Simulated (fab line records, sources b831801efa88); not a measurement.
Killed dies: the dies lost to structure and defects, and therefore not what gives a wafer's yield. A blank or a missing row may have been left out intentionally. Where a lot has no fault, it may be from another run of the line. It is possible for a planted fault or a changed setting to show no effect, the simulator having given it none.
Chamber matching | flow gf180mcu | rie_diel-04 running GF_V1_ETCH_16: 4 sister chambers
The step etches BARC in N2/H2. 4 wafers are shown with their chamber, then 7 later ones without.

WAFERS WITH THEIR CHAMBER
wafer  | chamber | throttle_valve_pct (%)
L504.2 | 3       | 13.206
L504.3 | 2       | 13.234
L507.1 | 0       | 13.222
L507.4 | 1       | 13.228

WAFERS WITH NO CHAMBER GIVEN
wafer  | throttle_valve_pct (%)
L507.6 | 13.223
L512.1 | 13.214
L512.4 | 13.226
L512.5 | 13.223
L513.2 | 13.232
L513.3 | 13.225
L513.5 | 13.214

WHICH CHAMBER EACH ONE RAN IN
wafer  | from the rows above          | in truth
L507.6 | can't be placed: 0 or 1      | 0
L512.1 | can't be placed: 0 or 3 or 1 | 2
L512.4 | can't be placed: 1 or 0 or 2 | 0
L512.5 | can't be placed: 0 or 1      | 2
L513.2 | can't be placed: 2 or 1 or 0 | 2
L513.3 | can't be placed: 0 or 1 or 2 | 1
L513.5 | can't be placed: 0 or 3 or 1 | 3
Placed correctly: 0 of 7. Not placeable from these rows: 7 (in 5, the candidates include the true chamber). 0 placed wrongly.
How it was worked out, from the rows above alone: a wafer's distance from a chamber is the root of the sum, over the readings, of the square of ((its reading less the chamber's mean) divided by the reading's scatter). The wafer belongs to the nearest chamber; if the next one is less than 2 further off, it can't be placed. The mean given for a chamber averages the wafers shown for that chamber. The scatter (one wafer shown for each chamber): square how far every hidden wafer sits from the nearest shown wafer, average those squares and take the square root.
